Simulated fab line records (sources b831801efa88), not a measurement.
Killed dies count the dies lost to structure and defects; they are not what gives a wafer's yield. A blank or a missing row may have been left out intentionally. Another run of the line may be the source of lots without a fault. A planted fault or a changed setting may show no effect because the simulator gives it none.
A lot that was struck, set against a sound lot | flow sky130 | 21 steps out of a route of 708
Sound: these wafers, L102.1, L102.2, L102.4. Struck: wafers L996.2, L996.4, L996.6. Last of all comes the cause.
Per side, at each step with rows, come the tool, then ch with its chambers, and then its first start. Under that, the readings that differ: sound wafers | struck wafers | difference of the means | sigmas: that difference in standard deviations of wafers without a fault.
alike: readings whose means differ by less than 2 such deviations, and words and numbers that are the same on both sides. not compared: withheld readings, readings that some wafer has no value for, bounds like >300 that may hide the same value, and numbers for which the record gives no deviation and whose values overlap.
A row with sigmas, a row that says differs or no value, or rows on one side alone: a step with any of these is where the two part. Numbers that don't overlap but have no deviation are shown without sigmas and don't part them. Lack of a reading on every wafer of one side parts them only where that side has two or more wafers.

first, 6 steps without rows for these wafers: SKY_SD_N_IMPLANT_09; SKY_SD_N_IMPLANT_10; SKY_SD_N_STRIP_11 (strips in O2/N2); SKY_SD_N_CLEAN_13 (cleans in SC1/SC2, time 150 s); SKY_SD_N_RTA_14 (time 2 s); SKY_SALICIDE_CLEAN_00 (cleans in HF-last, time 30 s).
SKY_LI_CONTACT_HDPCVD_00: deposits PSG, target thk 930 nm, time 155 s.
  sound on hdpcvd-01 ch 1,2, day 33 23:38; struck on hdpcvd-02 ch 0,1,2, day 31 20:08
SKY_LI_CONTACT_THK_MEAS_01:
  sound on film_metro-03, day 33 23:45; struck on film_metro-03, day 31 20:15
  reading                    | sound       | struck      | difference | sigmas
  LI_CONTACT_HDPCVD_THK (nm) | 933 916 934 | 739 730 733 | -194       | -18
then, 10 steps without rows for these wafers: SKY_LI_CONTACT_CMP_02 (polishes PSG); SKY_LI_CONTACT_DEHYDRATE_04 (time 60 s); SKY_LI_CONTACT_HMDS_05 (prime time 60 s); SKY_LI_CONTACT_COAT_06 (resist thk 60 nm); SKY_LI_CONTACT_COAT_07 (resist thk 450 nm); SKY_LI_CONTACT_SOFTBAKE_08 (time 90 s); SKY_LI_CONTACT_EXPOSE_09 (exposes mask LICM1, target cd 170 nm); SKY_LI_CONTACT_PEB_10; SKY_LI_CONTACT_DEVELOP_11 (develop time 60 s); SKY_LI_CONTACT_ETCH_14 (etches BARC in N2/H2, stops on SiO2, time 45.9 s, target depth 60 nm).
SKY_LI_CONTACT_ETCH_15: etches PSG in C4F8/O2/Ar, stops on Si, target depth 600 nm.
  sound on rie_diel-02 ch 0,1,3, day 35 02:52; struck on rie_diel-01 ch 0,1,3, day 32 23:50
  reading               | sound             | struck            | difference | sigmas
  oes_product_au (a.u.) | 0.829 0.832 0.838 | 0.681 0.672 0.661 | -0.162     | -36
then, 1 step without rows for these wafers: SKY_LI_CONTACT_STRIP_16 (strips in O2/N2).
-- record jumps: 16 days separate the struck wafers' starts on either side; left off in module LI_CONTACT, taken up again in module PAD_OPEN, whose first shown step is the route's number 708 --
SKY_PAD_OPEN_PROBE_99:
  rows exist in the record for the struck wafers here (prober-02, day 48 15:11), but not for the sound ones

== WHERE THEY PART ==
At SKY_LI_CONTACT_THK_MEAS_01 first; at SKY_PAD_OPEN_PROBE_99 last (within this record only).

WHY: the cause the simulator had injected
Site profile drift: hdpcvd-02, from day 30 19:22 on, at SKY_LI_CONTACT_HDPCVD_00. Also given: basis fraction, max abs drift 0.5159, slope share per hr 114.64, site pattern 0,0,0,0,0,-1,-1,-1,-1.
